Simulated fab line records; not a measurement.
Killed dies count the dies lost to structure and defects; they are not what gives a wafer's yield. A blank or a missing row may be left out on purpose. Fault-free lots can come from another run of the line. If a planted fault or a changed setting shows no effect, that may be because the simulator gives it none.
Matching of chambers + flow sky130 + cmp-01 running SKY_VIA2_CMP_24: 4 sister chambers
The step polishes, stops on SiO2, t overpolish 20 s, target thk 0 nm. 18 wafers are shown with their chamber, then 9 later ones without.

WAFERS PAIRED WITH THEIR CHAMBERS
| wafer  | chamber | motorCurrentA (A) | timeToEndpointS (s) | platenRpm (rpm) |
|--------|---------|-------------------|---------------------|-----------------|
| L108.1 | 2       | 10.5              | 103                 | 59.99           |
| L108.4 | 1       | 10.6              | 101                 | 59.97           |
| L108.6 | 1       | 10.4              | 106                 | 60.00           |
| L109.1 | 3       | 11.1              | 101                 | 59.98           |
| L109.4 | 0       | 11.6              | 99                  | 60.01           |
| L109.5 | 1       | 10.1              | 96                  | 59.95           |
| L113.2 | 3       | 11.6              | 94                  | 60.00           |
| L113.3 | 0       | 12.0              | 100                 | 59.99           |
| L113.5 | 3       | 11.7              | 102                 | 59.99           |
| L118.1 | 0       | 11.9              | 98                  | 59.96           |
| L118.2 | 1       | 10.8              | 99                  | 59.99           |
| L118.5 | 1       | 10.2              | 98                  | 59.97           |
| L120.3 | 3       | 11.2              | 95                  | 59.95           |
| L120.4 | 0       | 11.5              | 96                  | 60.01           |
| L120.6 | 2       | 9.8               | 101                 | 59.94           |
| L122.1 | 1       | 10.6              | 102                 | 59.96           |
| L122.2 | 2       | 9.4               | 101                 | 60.04           |
| L122.6 | 2       | 10.0              | 99                  | 60.03           |

SIGNATURES (averages over the wafers above)
| reading         | chamber 0 | chamber 1 | chamber 2 | chamber 3 | scatter within a chamber |
|-----------------|-----------|-----------|-----------|-----------|--------------------------|
| motorCurrentA   | 11.750    | 10.450    | 9.925     | 11.400    | 0.318                    |
| timeToEndpointS | 98.25     | 100.33    | 101.00    | 98.00     | 3.02                     |
| platenRpm       | 59.9925   | 59.9733   | 60.0000   | 59.9800   | 0.028                    |
Rule: a wafer lies at a distance from a chamber equal to the root of the sum of squares, over the readings, of (its reading less the chamber's mean, divided by the reading's scatter). If the next closest chamber is less than 2 further off than the closest, the wafer can't be placed; otherwise it belongs to the closest. The scatter is the square root of a quotient: the sum, over the shown wafers, of each reading's squared deviation from its chamber's mean, divided by wafers minus chambers.

WAFERS WHOSE CHAMBER IS MISSING
| wafer  | motorCurrentA (A) | timeToEndpointS (s) | platenRpm (rpm) |
|--------|-------------------|---------------------|-----------------|
| L126.2 | 11.4              | 103                 | 60.00           |
| L126.4 | 9.9               | 101                 | 60.02           |
| L126.6 | 10.5              | 103                 | 59.98           |
| L125.2 | 10.4              | 102                 | 60.03           |
| L125.3 | 10.4              | 104                 | 60.02           |
| L125.6 | 11.4              | 102                 | 60.00           |
| L130.1 | 12.0              | 102                 | 59.99           |
| L130.3 | 10.2              | 98                  | 59.97           |
| L130.4 | 10.7              | 96                  | 60.03           |

WHICH CHAMBER EACH ONE RAN IN
| wafer  | from the rows above               | in truth |
|--------|-----------------------------------|----------|
| L126.2 | can't be placed: 3 or 0 or 1      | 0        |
| L126.4 | can't be placed: 2 or 1           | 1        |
| L126.6 | can't be placed: 1 or 2           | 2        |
| L125.2 | can't be placed: 2 or 1 or 3      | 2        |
| L125.3 | can't be placed: 2 or 1           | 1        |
| L125.6 | can't be placed: 3 or 0 or 1      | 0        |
| L130.1 | can't be placed: 0 or 3           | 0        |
| L130.3 | can't be placed: 1 or 2           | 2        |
| L130.4 | can't be placed: 1 or 3 or 2 or 0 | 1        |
Correctly placed: 0 of 9. Can't be placed from these rows: 9 (the true chamber is among the candidates in 9). Number placed wrongly: 0.
